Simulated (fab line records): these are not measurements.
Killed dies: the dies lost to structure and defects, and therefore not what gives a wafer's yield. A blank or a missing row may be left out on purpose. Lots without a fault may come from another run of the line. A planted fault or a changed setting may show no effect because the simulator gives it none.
2 desks looking at one fault -- flow sky130 -- every desk sees just its own numbers, and what lay behind them comes last

## THE METROLOGY DESK
Lot by lot, what the gauges showed, no matter which tool ran the lot: averages of those sampled wafers that carry a number. Marked OUT: a lot whose mean sits more than 4 standard deviations from the usual mean, which makes it out of limits; the brackets give that distance.
Columns: A = SD_N_RS at SKY_SD_N_RS_MEAS_16, usual 68.52 ohm/sq; B = cd-nm at SKY_VIA1_CD_MEAS_12, usual 150.4 nm
lot,first seen here,A,B
L878,day 28 01:43,68.50,150.1
L881,day 28 13:10,68.58,147.8
L880,day 28 17:28,68.36,152.3
L882,day 29 00:19,68.51,149.0
L885,day 30 11:34,68.24,149.1
L886,day 30 11:50,68.57,152.0
L887,day 30 18:59,68.53,150.4
L888,day 31 07:37,68.72,148.9
L892,day 32 13:01,69.97 (+8.5) OUT,149.0
L893,day 32 19:08,69.70 (+7.0) OUT,149.9
L899,day 34 15:23,68.30,151.9
L901,day 35 13:07,68.66,150.5
This desk finds L892, L893 out of limits, with the earliest case on L892 at day 32 13:01 (SD_N_RS at SKY_SD_N_RS_MEAS_16). L878, L881, L880, L882, L885, L886, L887, L888, L899, L901: within limits.

## DESK OF THE TOOL OWNER: implanter-01
SKY_SD_N_IMPLANT_10, tool's own readings: per-lot mean of the sampled wafers with a number, covering each lot this tool ran. Marked OUT: a lot whose mean sits more than 4 standard deviations from the usual mean, which makes it out of limits; the brackets give that distance.
Columns: A = dose-ions-cm2 at SKY_SD_N_IMPLANT_10, usual 1.0004e+14; B = faraday-current-uA at SKY_SD_N_IMPLANT_10, usual 508
lot,first seen here,A,B
L880,day 28 16:56,1.0002e+14,520
L882,day 28 23:44,1.0011e+14,504
L886,day 30 11:15,1.0006e+14,512
L888,day 31 07:05,9.9977e+13,508
L892,day 32 12:28,4.0303e+13 (-99 or more) OUT,230 (-7.9) OUT
L893,day 32 18:36,4.0187e+13 (-99 or more) OUT,223 (-8.1) OUT
L901,day 35 12:35,1.0017e+14,499
This desk's finding: out of limits on L892, L893; first on L892, day 32 12:28 (dose-ions-cm2 at SKY_SD_N_IMPLANT_10). L880, L882, L886, L888, L901: within limits.

## TAKEN TOGETHER
On L892, L893, at day 32 12:28, an alarm was possible from the tool owner's desk.
L892, L893 would have let the metrology desk raise an alarm at day 32 13:01.
Of the lots named, all ran SKY_SD_N_IMPLANT_10 on implanter-01.

## WHAT THE SIMULATOR PUT IN
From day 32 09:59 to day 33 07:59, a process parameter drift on implanter-01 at SKY_SD_N_IMPLANT_10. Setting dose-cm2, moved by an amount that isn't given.
Lots struck among those shown: L892, L893.
Delay (hours) between the fault's onset and each desk's first out-of-limits reading: 2 at the tool owner's desk, 3 at the metrology desk.
